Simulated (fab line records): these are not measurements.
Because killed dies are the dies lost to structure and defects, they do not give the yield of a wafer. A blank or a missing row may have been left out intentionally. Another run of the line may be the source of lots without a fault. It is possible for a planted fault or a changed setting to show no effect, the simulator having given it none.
The same fault as seen by 2 desks -- flow sky130 -- every desk sees just its own numbers, and what lay behind them comes last

## THE TOOL OWNER'S DESK: litho_track-02
The tool's own readings at SKY_DNWELL_DEVELOP_06 (develop time 60 s): means of the sampled wafers that have a number, for each lot that ran on this tool. The brackets show how far a lot's mean lies from the usual mean; more than 4 standard deviations puts the lot out of limits, marked OUT.
Columns: A = exhaust_pa at SKY_DNWELL_DEVELOP_06, usual 45.1 Pa
lot,first seen here,A
L298,day 3 09:00,45.6
L301,day 4 02:00,45.1
L305,day 5 00:00,43.9
L308,day 5 14:00,46.2
L311,day 6 10:00,44.7
L314,day 6 23:00,43.8
This desk's verdict: no lot among the 6 shows anything out of limits.

## METROLOGY DESK
Means of the sampled wafers that have a number, per lot and without regard to the tool the lot ran on: this is what the gauges read. The brackets show how far a lot's mean lies from the usual mean; more than 4 standard deviations puts the lot out of limits, marked OUT.
Columns: A = DNWELL_TW at SKY_DNWELL_TW_MEAS_09, usual 1123; B = NWELL_RS at SKY_NWELL_RS_MEAS_29, usual 624.4 ohm/sq
lot,first seen here,A,B
L297,day 3 05:43,1111,624.3
L298,day 3 09:28,1112,624.4
L300,day 3 21:08,1109,623.5
L301,day 4 03:09,1138,624.3
L302,day 4 06:20,1102,626.1
L303,day 4 12:41,1129,625.1
L304,day 4 18:29,1123,622.9
L305,day 5 01:05,1106,623.7
L307,day 5 10:14,1129,623.8
L308,day 5 14:27,922 (-15) OUT,623.8
L310,day 6 05:57,1139,622.9
L311,day 6 11:01,808 (-24) OUT,625.8
L314,day 7 00:06,830 (-22) OUT,626.5
L318,day 8 02:31,1143,624.3
L320,day 8 15:26,1128,624.8
This desk's result: L308, L311, L314 out of limits, first on L308 (DNWELL_TW at SKY_DNWELL_TW_MEAS_09), day 5 14:27. L297, L298, L300, L301, L302, L303, L304, L305, L307, L310, L318, L320 stayed within limits.

## BROUGHT TOGETHER
The metrology desk could have raised an alarm at day 5 14:27, on L308, L311, L314.
The desk of the tool owner found nothing out of limits.
On record at the tool owner's desk: L308, L311, L314, within its limits.
Of the lots named, all ran SKY_DNWELL_DEVELOP_06 on litho_track-02.

## WHAT THE SIMULATOR PUT IN
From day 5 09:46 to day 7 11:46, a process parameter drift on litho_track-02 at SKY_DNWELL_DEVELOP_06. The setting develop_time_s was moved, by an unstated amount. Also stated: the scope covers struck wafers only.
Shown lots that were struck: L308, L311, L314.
Time in hours between the start of the fault and the first out-of-limits reading at each desk: metrology desk, 5.
